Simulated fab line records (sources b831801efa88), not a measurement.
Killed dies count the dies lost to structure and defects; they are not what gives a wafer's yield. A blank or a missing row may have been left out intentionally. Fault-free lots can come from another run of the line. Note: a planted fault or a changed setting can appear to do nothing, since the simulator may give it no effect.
One fault seen from 2 desks | flow sky130 | numbers are kept per desk, each desk with only its own; the story behind them comes last

== TOOL OWNER'S DESK, implanter-01 ==
The tool's own readings at SKY_LDD_N_IMPLANT_10: means of the sampled wafers that have a number, for each lot that ran on this tool. A lot is out of limits, marked OUT, if its mean lies more than 4 standard deviations from the usual mean; the brackets give that distance.
Columns: A = dose_ions_cm2 at SKY_LDD_N_IMPLANT_10, usual 7.5e+13; B = faraday_current_uA at SKY_LDD_N_IMPLANT_10, usual 423
lot  | first seen here | A                         | B
L575 | day 18 18:38    | 7.5e+13                   | 423
L581 | day 20 21:31    | 5.5e+13 (-99 or more) OUT | 308 (-14) OUT
L583 | day 21 15:46    | 5.5e+13 (-99 or more) OUT | 312 (-14) OUT
L588 | day 23 16:41    | 7.5e+13                   | 420
L592 | day 25 05:09    | 7.5e+13                   | 421
This desk finds L581, L583 out of limits, L581 being first, at day 20 21:31 (dose_ions_cm2 at SKY_LDD_N_IMPLANT_10). L575, L588, L592 stayed within limits.

== THE METROLOGY DESK ==
Lot by lot, what the gauges showed, no matter which tool ran the lot: averages of those sampled wafers that carry a number. A lot is out of limits, marked OUT, if its mean lies more than 4 standard deviations from the usual mean; the brackets give that distance.
Columns: A = GATE_OXIDE_OVL at SKY_GATE_OXIDE_OVL_MEAS_10, usual 0.6 nm; B = cd_nm at SKY_LDD_P_CD_MEAS_07, usual 379.8 nm
lot  | first seen here | A    | B
L573 | day 14 05:24    | -1.3 | 376.8
L575 | day 14 19:02    | 0.8  | 379.2
L581 | day 16 17:38    | 0.4  | 382.0
L583 | day 17 11:51    | 1.2  | 379.0
L585 | day 18 06:23    | 1.2  | 375.0
L587 | day 19 10:15    | -0.3 | 379.7
L588 | day 19 12:50    | 1.2  | 377.4
L591 | day 20 18:01    | 0.1  | 382.1
L592 | day 21 01:52    | -0.8 | 381.7
L593 | day 21 04:21    | 0.4  | 383.0
L594 | day 21 15:28    | 1.0  | 381.3
L595 | day 21 20:02    | 0.3  | 379.2
This desk's verdict: no lot among the 12 shows anything out of limits.

== BROUGHT TOGETHER ==
An alarm could have come from the tool owner's desk at day 20 21:31, on L581, L583.
From the metrology desk's view, nothing was out of limits.
The metrology desk holds a record of L581, L583, inside its limits.
SKY_LDD_N_IMPLANT_10 was run on implanter-01 by each of the lots named.

== WHAT HAD BEEN PUT IN BY THE SIMULATOR ==
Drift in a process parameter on implanter-01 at SKY_LDD_N_IMPLANT_10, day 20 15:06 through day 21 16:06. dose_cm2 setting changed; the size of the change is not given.
Lots struck among those shown: L581, L583.
Delay in hours, fault start to first out-of-limits reading, by desk: the tool owner's desk at 6.
